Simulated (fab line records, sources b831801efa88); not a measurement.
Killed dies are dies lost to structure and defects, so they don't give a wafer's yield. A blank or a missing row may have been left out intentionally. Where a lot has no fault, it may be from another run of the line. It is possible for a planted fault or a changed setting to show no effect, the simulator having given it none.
Check of tool commonality ; flow sky130 ; Sample size 13 lots and 39 wafers

WHY THIS WAS OPENED
On 2 of the 13 lots, a flag is raised at SKY_SD_N_CD_MEAS_07 on the reading cd_nm. Fault-free wafers read 381 nm, with a standard deviation of 3.1.
Rule: a lot is flagged when every wafer of it that has a number lies more than 4 standard deviations from that mean, or none has a number. As for the other lots, they are considered sound.

lot;measured;on;cd_nm (nm), wafer by wafer;flag
L398;day 27 19:48;cd_sem-01;381 382 380;
L402;day 30 03:22;cd_sem-02;423 421 424;FLAGGED
L400;day 30 05:50;cd_sem-02;385 385 385;
L401;day 30 07:13;cd_sem-01;421 419 418;FLAGGED
L405;day 30 17:26;cd_sem-02;379 377 375;
L407;day 32 04:07;cd_sem-02;380 378 378;
L413;day 33 02:22;cd_sem-02;382 380 380;
L415;day 33 16:22;cd_sem-01;382 382 381;
L417;day 34 04:27;cd_sem-02;378 379 380;
L416;day 34 07:35;cd_sem-02;382 382 382;
L418;day 34 09:10;cd_sem-01;376 378 375;
L419;day 35 00:04;cd_sem-01;387 385 386;
L420;day 35 01:49;cd_sem-01;384 381 383;
On average the flagged lots' numbers are 421 nm, which is +40 nm against the usual, or +13 standard deviations.

WHICH TOOL RAN EACH LOT
The record keeps 1 process step preceding the reading, out of 708 steps on the route. Each cell gives the tool, then ch followed by the chambers the sampled wafers passed through, then the start.
lot;flag;SKY_SD_N_COAT_02
L398;;litho_track-03 ch 0, day 27 05:28
L402;FLAGGED;litho_track-03 ch 0, day 29 13:04
L400;;litho_track-04 ch 0, day 29 16:02
L401;FLAGGED;litho_track-03 ch 0, day 29 17:07
L405;;litho_track-01 ch 0, day 30 04:05
L407;;litho_track-01 ch 0, day 31 14:44
L413;;litho_track-03 ch 0, day 32 13:28
L415;;litho_track-03 ch 0, day 33 02:31
L417;;litho_track-04 ch 0, day 33 15:10
L416;;litho_track-04 ch 0, day 33 18:50
L418;;litho_track-03 ch 0, day 33 20:19
L419;;litho_track-04 ch 0, day 34 10:19
L420;;litho_track-04 ch 0, day 34 11:43
These steps, and what they do:
- SKY_SD_N_COAT_02: resist thk 1140 nm.
- SKY_SD_N_CD_MEAS_07: target cd 380 nm.

FLAGGED AGAINST TOTAL, ONE TOOL AT A TIME (gauges that did the reading follow at the end)
step;tool;lots run;flagged;share of the flagged lots;sound lots run after its first flagged lot
SKY_SD_N_COAT_02;litho_track-01;2;0;none;-
SKY_SD_N_COAT_02;litho_track-03;6;2;all;3 (L413,L415,L418)
SKY_SD_N_COAT_02;litho_track-04;5;0;none;-
SKY_SD_N_CD_MEAS_07;cd_sem-01;6;1;some;4 (L415,L418,L419,L420)
SKY_SD_N_CD_MEAS_07;cd_sem-02;7;1;some;6 (L400,L405,L407,L413,L417,L416)

THE TABLE: WHAT IT ALLOWS
In the table, 1 row covers all flagged lots: litho_track-03 at SKY_SD_N_COAT_02.
- litho_track-03 at SKY_SD_N_COAT_02 ran 6 lots, 2 of them flagged. After the first flagged lot (L413, L415, L418), sound lots still ran on it; a lasting fault on the whole tool would not permit that.
Every row of the table either missed a flagged lot or ran a sound lot after the first.

WHAT THE SIMULATOR HAD INSERTED
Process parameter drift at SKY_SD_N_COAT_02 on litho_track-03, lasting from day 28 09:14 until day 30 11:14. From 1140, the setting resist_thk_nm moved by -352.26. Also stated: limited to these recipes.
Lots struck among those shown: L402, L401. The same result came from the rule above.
